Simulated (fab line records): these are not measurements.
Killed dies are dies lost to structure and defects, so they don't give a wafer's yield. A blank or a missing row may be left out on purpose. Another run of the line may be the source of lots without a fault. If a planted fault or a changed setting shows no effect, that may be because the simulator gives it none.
Matching of chambers :: flow gf180mcu :: GF_V2_ETCH_16 on rieDiel-04: 4 sister chambers
The step etches BARC in N2/H2. 4 wafers are shown with their chamber, then 8 later ones without.

WAFERS PAIRED WITH THEIR CHAMBERS
wafer: L594.4
chamber: 0
drypumpMotorCurrentA (A): 6.4

wafer: L597.1
chamber: 2
drypumpMotorCurrentA (A): 5.9

wafer: L597.4
chamber: 3
drypumpMotorCurrentA (A): 6.1

wafer: L601.4
chamber: 1
drypumpMotorCurrentA (A): 5.9

WAFERS WITH NO CHAMBER GIVEN
wafer: L601.5
drypumpMotorCurrentA (A): 6.4

wafer: L601.6
drypumpMotorCurrentA (A): 5.9

wafer: L603.2
drypumpMotorCurrentA (A): 6.1

wafer: L603.5
drypumpMotorCurrentA (A): 5.9

wafer: L603.6
drypumpMotorCurrentA (A): 5.9

wafer: L605.2
drypumpMotorCurrentA (A): 6.4

wafer: L605.3
drypumpMotorCurrentA (A): 6.0

wafer: L605.4
drypumpMotorCurrentA (A): 5.9

THE CHAMBER EACH PASSED THROUGH
wafer: L601.5
from the rows above: 0
in truth: 0

wafer: L601.6
from the rows above: can't be placed: 1 or 2
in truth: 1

wafer: L603.2
from the rows above: 3
in truth: 3

wafer: L603.5
from the rows above: can't be placed: 1 or 2
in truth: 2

wafer: L603.6
from the rows above: can't be placed: 1 or 2
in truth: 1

wafer: L605.2
from the rows above: 0
in truth: 0

wafer: L605.3
from the rows above: can't be placed: 1 or 2 or 3
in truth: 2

wafer: L605.4
from the rows above: can't be placed: 1 or 2
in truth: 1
3 of 8 placed correctly. Can't be placed from these rows: 5 (the true chamber is among the candidates in 5). Number placed wrongly: 0.
How it was worked out, from the rows above alone: a wafer's distance from a chamber is the root of the sum, over the readings, of the square of ((its reading less the chamber's mean) divided by the reading's scatter). If the next closest chamber is less than 2 further off than the closest, the wafer can't be placed; otherwise it belongs to the closest. For every chamber, the mean is computed from those of its wafers that are shown. The scatter: with one shown wafer a chamber, the root of the mean of the squares of how far each hidden wafer lies from its nearest shown one.
